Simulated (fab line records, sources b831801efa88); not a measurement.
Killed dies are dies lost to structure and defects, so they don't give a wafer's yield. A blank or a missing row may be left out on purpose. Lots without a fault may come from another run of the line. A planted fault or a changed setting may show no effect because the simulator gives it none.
A struck lot beside a sound one | flow sky130 | 15 steps out of a route of 708
Sound: wafers L376.1, L376.3, L376.5. Struck: wafers L388.2, L388.4, L388.5. The cause comes at the end.
At each step with rows: each side's tool, then ch and its chambers, then its first start. Under that, the readings that differ: sound wafers | struck wafers | difference of the means | sigmas: that difference in standard deviations of wafers without a fault.
alike: readings whose means differ by less than 2 such deviations, and words and numbers that are the same on both sides. not compared: withheld readings, readings that some wafer has no value for, bounds like >300 that may hide the same value, and numbers for which the record gives no deviation and whose values overlap.
The two part at a step that has a row with sigmas, a row that says differs or no value, or rows on one side only. Numbers that don't overlap but have no deviation are shown without sigmas and don't part them. A reading that every wafer of one side lacks parts them only if that side has two wafers or more.

first, 1 step without rows for these wafers: SKY_POLY_GATE_CVD_03 (deposits Si3N4 from DCS/NH3, target thk 75 nm, time 1290 s).
SKY_POLY_GATE_THK_MEAS_04:
  sound on film_metro-03, day 15 16:26; struck on film_metro-02, day 20 14:25
  alike: POLY_GATE_CVD_03_THK
then, 8 steps without rows for these wafers: SKY_POLY_GATE_DEHYDRATE_05 (time 60 s); SKY_POLY_GATE_HMDS_06 (prime time 60 s); SKY_POLY_GATE_COAT_07 (resist thk 110 nm); SKY_POLY_GATE_COAT_08 (resist thk 450 nm); SKY_POLY_GATE_SOFTBAKE_09 (time 90 s); SKY_POLY_GATE_EXPOSE_10 (exposes mask P1M, target cd 150 nm); SKY_POLY_GATE_PEB_11; SKY_POLY_GATE_DEVELOP_12 (develop time 60 s).
SKY_POLY_GATE_CD_MEAS_13: target cd 150 nm.
  sound on cd_sem-02, day 16 20:09; struck on cd_sem-02, day 21 20:28
  alike: cd_nm
SKY_POLY_GATE_OVL_MEAS_14:
  sound on overlay-01, day 16 20:16; struck on overlay-02, day 21 20:34
  alike: POLY_GATE_OVL
SKY_POLY_GATE_ETCH_15: etches BARC in N2/H2, stops on SiO2, time 118.5 s, target depth 110 nm.
  sound on rie_diel-01 ch 0,3, day 16 20:18; struck on rie_diel-02 ch 1,3, day 21 20:36
  reading                     | sound               | struck            | difference | sigmas
  bias_w (W)                  | 100.11 100.08 99.88 | 94.59 94.97 94.98 | -5.18      | -18
  drypump_motor_current_A (A) | 5.7 6.7 6.7         | 5.8 5.5 5.5       | -0.8       | -2
  alike: oes_product_au, throttle_valve_pct
  not compared: rf_hours_counter_h
SKY_POLY_GATE_ETCH_16: etches Si3N4 in CH3F/O2, stops on poly-Si, time 147.5 s, target depth 75 nm.
  sound on rie_diel-01 ch 0,3, day 16 20:23; struck on rie_diel-02 ch 1,3, day 21 20:41
  reading                     | sound       | struck      | difference | sigmas
  drypump_motor_current_A (A) | 5.8 6.7 6.7 | 5.8 5.5 5.5 | -0.8       | -2
  alike: bias_w, oes_product_au, throttle_valve_pct
  not compared: rf_hours_counter_h
-- the record jumps here: 28 days lie between the struck wafers' starts before and after (it left off in module POLY_GATE and takes up again in module PAD_OPEN, whose first step shown is number 708 of the route) --
SKY_PAD_OPEN_PROBE_99:
  the record has rows for the struck wafers here (prober-02, day 49 09:02) and none for the sound ones

WHERE THEY PART
First at SKY_POLY_GATE_ETCH_15; last, within this record, at SKY_PAD_OPEN_PROBE_99.

WHY: what the simulator had put in
Process parameter drift: rie_diel-02, from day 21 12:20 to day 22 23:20, at SKY_POLY_GATE_ETCH_15. Setting bias_w, moved by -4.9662, from 100. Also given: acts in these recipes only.
